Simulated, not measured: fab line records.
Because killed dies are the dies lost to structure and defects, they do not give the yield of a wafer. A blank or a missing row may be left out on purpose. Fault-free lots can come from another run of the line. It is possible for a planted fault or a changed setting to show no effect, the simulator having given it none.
8D (eight disciplines) problem report, filled in by code    flow gf180mcu    the parts of the form that need people (team, actions taken, sign-off) are left out

== 1. THE ISSUE ==
Wafers free of any fault read 89.9 nm (standard deviation 0.81) for HV_LDD_CVD_56_THK at GF_HV_LDD_THK_MEAS_57, against a mean of 35.2 nm on 6 wafers of 2 lots. Relative to the usual mean, that is a shift of -68 standard deviations.
Seen first at day 17 17:57 on film-metro-03, wafer L191.3. The record holds 42 wafers of 14 lots with a number at this step. The rule behind "out" and "out of limits": a value lying over 4 standard deviations away from the usual mean. Any other wafer with a number is counted as sound.

== 2. WHAT THIS IS AND IS NOT ==
question                     is                            is not
which readings at this step  HV_LDD_CVD_56_THK             -
which lots                   L191, L193                    L176, L180, L182, L184, L185, L186, L187, L188, L189, L194, L198, L199
which wafers of those lots   all that have a number        -
read on which gauges         film-metro-01, film-metro-03  film-metro-02
when                         from day 17 17:57             up to then (27 sound wafers); but 9 sound wafers of L194, L198, L199 came after

== 3. SUSPECTS, AND WHAT RULES EACH OUT ==
Counting: a tool stays on the suspect list if, at a process step up to the reading, it processed all lots that are out and no sound lot following the first of them.
- ruled out: the gauge at GF_HV_LDD_THK_MEAS_57. The wafers that are out were read on 2 gauges (film-metro-01, film-metro-03).
- lpcvd-01 at GF_HV_LDD_CVD_56 (deposits Si3N4 from DCS/NH3, target thk 90 nm, time 1543 s): kept. All lots that are out passed through it, beginning with L191 at day 17 16:30, and no sound lot followed; its final sound lot before that point was L187 at day 16 04:09.
The count leaves lpcvd-01 at GF_HV_LDD_CVD_56.

== 4. THE CAUSE (what the simulator had put in) ==
lpcvd-01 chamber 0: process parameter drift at GF_HV_LDD_CVD_56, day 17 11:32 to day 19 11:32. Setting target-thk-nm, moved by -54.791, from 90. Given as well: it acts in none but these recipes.
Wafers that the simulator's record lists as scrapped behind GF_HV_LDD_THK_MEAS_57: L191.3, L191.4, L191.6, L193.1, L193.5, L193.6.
The count eliminated every tool but this one.

== 5. THE CHAIN OF EFFECTS, in route order ==
Rows list readings where the struck wafers' mean (over those with a number) sits beyond 3 standard deviations from the usual. Readings are gone through only where the record gives a usual standard deviation; hours: the median, over the lots, of the time from a lot's start at the first step in this table giving one to that lot's start at this step; sigmas: the change measured in usual standard deviations.
hours  step                   reading            usual    on struck wafers  change  sigmas
0      GF_HV_LDD_THK_MEAS_57  HV_LDD_CVD_56_THK  89.9 nm  35.2              -54.7   -68

== 6. HOW IT WOULD HAVE BEEN CAUGHT EARLIER ==
6 hours passed between the start of the fault at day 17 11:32 and the first reading out of limits at a measuring or inspecting step in this record, taken at day 17 17:57.
Lots out: 2; of these, L193 started GF_HV_LDD_CVD_56 on lpcvd-01 after day 17 17:57. Had the tool been put on hold then, it would have been spared.
